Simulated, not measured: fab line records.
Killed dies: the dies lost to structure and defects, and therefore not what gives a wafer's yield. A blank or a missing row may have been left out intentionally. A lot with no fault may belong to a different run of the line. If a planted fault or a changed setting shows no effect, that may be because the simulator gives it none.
2 desks, one fault -- flow gf180mcu -- only its own numbers are on each desk; what lay behind them is given at the end

== AT THE METROLOGY DESK ==
What the gauges read for every lot (on any tool): the sampled wafers with a number, averaged. Marked OUT: a lot whose mean sits more than 4 standard deviations from the usual mean, which makes it out of limits; the brackets give that distance.
Columns: A = cd_nm at GF_M2_CD_MEAS_14, usual 279.8 nm; B = V2_W_RS at GF_V2_RS_MEAS_24, usual 0.331 ohm/sq; C = V2_W_THK at GF_V2_THK_MEAS_25, usual 366 nm
lot,first seen here,A,B,C
L478,day 20 12:40,279.4,0.329,372
L480,day 21 00:47,278.7,0.328,372
L483,day 22 07:44,278.7,0.331,363
L484,day 22 22:26,280.0,0.333,366
L492,day 25 11:56,279.7,0.280 (-16) OUT,430 (+11) OUT
L493,day 25 13:58,280.2,0.282 (-16) OUT,427 (+11) OUT
L494,day 25 22:43,281.7,0.332,360
L495,day 26 03:57,278.8,0.331,370
L496,day 26 13:04,279.7,0.331,362
L498,day 27 06:20,279.6,0.333,368
L500,day 27 16:43,280.3,0.334,361
This desk reports L492, L493 out of limits; the earliest was L492 at day 26 12:27 (V2_W_RS at GF_V2_RS_MEAS_24). L478, L480, L483, L484, L494, L495, L496, L498, L500 stayed within limits.

== THE TOOL OWNER'S DESK: cvd_w-01 ==
The tool's own readings at GF_V2_CVD_23 (deposits W, target thk 350 nm, time 104.94 s): means of the sampled wafers that have a number, for each lot that ran on this tool. Marked OUT: a lot whose mean sits more than 4 standard deviations from the usual mean, which makes it out of limits; the brackets give that distance.
Columns: A = heater_power_outer_w at GF_V2_CVD_23, usual 485 W; B = heater_power_w at GF_V2_CVD_23, usual 806 W; C = susceptor_temp_C at GF_V2_CVD_23, usual 400.00 C
lot,first seen here,A,B,C
L480,day 22 02:56,475,790,400.15
L483,day 23 09:56,541,874,400.09
L484,day 23 23:23,541,869,399.88
L492,day 26 12:20,519,835,409.46 (+41) OUT
L493,day 26 13:44,507,840,409.28 (+40) OUT
This desk's finding: out of limits on L492, L493; first on L492, day 26 12:20 (susceptor_temp_C at GF_V2_CVD_23). L480, L483, L484 stayed within limits.

== TAKEN TOGETHER ==
On L492, L493, at day 26 12:20, an alarm was possible from the tool owner's desk.
Metrology desk: alarm possible at day 26 12:27 on L492, L493.
All the named lots went through GF_V2_CVD_23 on cvd_w-01.

== WHAT HAD BEEN PUT IN BY THE SIMULATOR ==
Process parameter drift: cvd_w-01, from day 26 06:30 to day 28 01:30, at GF_V2_CVD_23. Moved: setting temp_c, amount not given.
Struck lots among those shown: L492, L493.
Delay (hours) between the fault's onset and each desk's first out-of-limits reading: 6 at the tool owner's desk, 6 at the metrology desk.
